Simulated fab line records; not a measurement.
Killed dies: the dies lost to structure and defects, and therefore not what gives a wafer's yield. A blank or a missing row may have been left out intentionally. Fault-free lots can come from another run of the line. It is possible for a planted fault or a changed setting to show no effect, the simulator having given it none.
The tool behind it: which one? | flow sky130 | 11 lots with 31 wafers sampled at 3 steps, on a route of 708 steps

WHAT THE GAUGES SHOWED, per wafer
SKY_METAL1_RS_MEAS_05: the measuring method here is four-point-probe.
lot  | measured     | on            | METAL1_ALCU_RS (ohm/sq)
L466 | day 33 13:02 | film-metro-03 | 0.1280 0.1276 0.1242
L471 | day 34 16:55 | film-metro-01 | 0.1261 0.1268 0.1279
L472 | day 34 15:55 | film-metro-02 | 0.1274 0.1290 0.1275
L473 | day 35 10:01 | film-metro-03 | 0.1269 0.1271 0.1257
L474 | day 35 14:04 | film-metro-01 | 0.1271 0.1269 0.1267
L478 | day 36 17:10 | film-metro-02 | 0.1278 0.1277 0.1316
L477 | day 36 20:29 | film-metro-01 | 0.1277 0.1275 0.1269
L480 | day 37 12:46 | film-metro-03 | 0.1293 0.1295 0.1297
L482 | day 37 16:24 | film-metro-03 | 0.1386
L486 | day 39 00:05 | film-metro-02 | 0.1219 0.1255 0.1263
L488 | day 39 16:35 | film-metro-03 | 0.1274 0.1291 0.1282

WHICH TOOL RAN EACH LOT (tool, then ch and the chambers of the sampled wafers, then the start)
lot  | SKY_POLY_CUT_ETCH_11               | SKY_METAL1_SPUTTER_02
L466 | rie-diel-02 ch 1,2,3, day 26 03:07 | pvd-sputter-01, day 33 12:56
L471 | rie-diel-02 ch 1,3, day 27 08:31   | pvd-sputter-02, day 34 16:49
L472 | rie-diel-01 ch 0,2,3, day 27 06:41 | pvd-sputter-03, day 34 15:50
L473 | rie-diel-02 ch 1,2,3, day 28 04:53 | pvd-sputter-01, day 35 09:55
L474 | rie-diel-01 ch 0,2,3, day 28 07:58 | pvd-sputter-03, day 35 13:58
L478 | rie-diel-01 ch 1,3, day 29 12:04   | pvd-sputter-02, day 36 17:02
L477 | rie-diel-04 ch 0,1,2, day 29 15:23 | pvd-sputter-02, day 36 20:23
L480 | rie-diel-04 ch 0,1,3, day 30 09:08 | pvd-sputter-01, day 37 12:40
L482 | rie-diel-01 ch 1, day 30 16:25     | pvd-sputter-02, day 37 16:19
L486 | rie-diel-02 ch 2,3, day 32 00:52   | pvd-sputter-01, day 38 23:59
L488 | rie-diel-01 ch 1,2,3, day 32 18:08 | pvd-sputter-03, day 39 16:30
- SKY_POLY_CUT_ETCH_11: etches Si3N4 in CF4/CH2F2/Ar, stops on poly-Si, time 42.5 s, target depth 60 nm.
- SKY_METAL1_SPUTTER_02: material AlCu, target thk 250 nm, time 13.3 s.

THE ANSWER, worked out from the rows above alone
Rule: usual is defined by the lots themselves. The widest of any qualifying gaps counts: lots, ordered by their means at a reading, are off when they make up no more than a third of the lots, leave a main group of 4 or more, and stand apart from it by 3 or more times the standard deviation of that group's means. A main group is skipped when, at the precision printed for the reading in the tables above, its means are all equal. A lot without any number at a reading at which 4 lots or more have one is off too. All remaining lots with rows at the step are treated as sound.
Off: L482, seen at SKY_METAL1_RS_MEAS_05 (METAL1_ALCU_RS). The main group: mean 0.1274 ohm/sq, standard deviation 0.0013.
If a tool, at a process step before that reading, ran all the lots that are off and no sound lot after the first of them, it fits. Those tools and the gauges at SKY_METAL1_RS_MEAS_05 are tried in the same way. One fits: SKY_METAL1_SPUTTER_02 on pvd-sputter-02. Its last sound lot is L477 (day 36 20:23), its first lot that is off L482 (day 37 16:19): a fault that began between those two fits.

WHAT HAD BEEN PUT IN BY THE SIMULATOR
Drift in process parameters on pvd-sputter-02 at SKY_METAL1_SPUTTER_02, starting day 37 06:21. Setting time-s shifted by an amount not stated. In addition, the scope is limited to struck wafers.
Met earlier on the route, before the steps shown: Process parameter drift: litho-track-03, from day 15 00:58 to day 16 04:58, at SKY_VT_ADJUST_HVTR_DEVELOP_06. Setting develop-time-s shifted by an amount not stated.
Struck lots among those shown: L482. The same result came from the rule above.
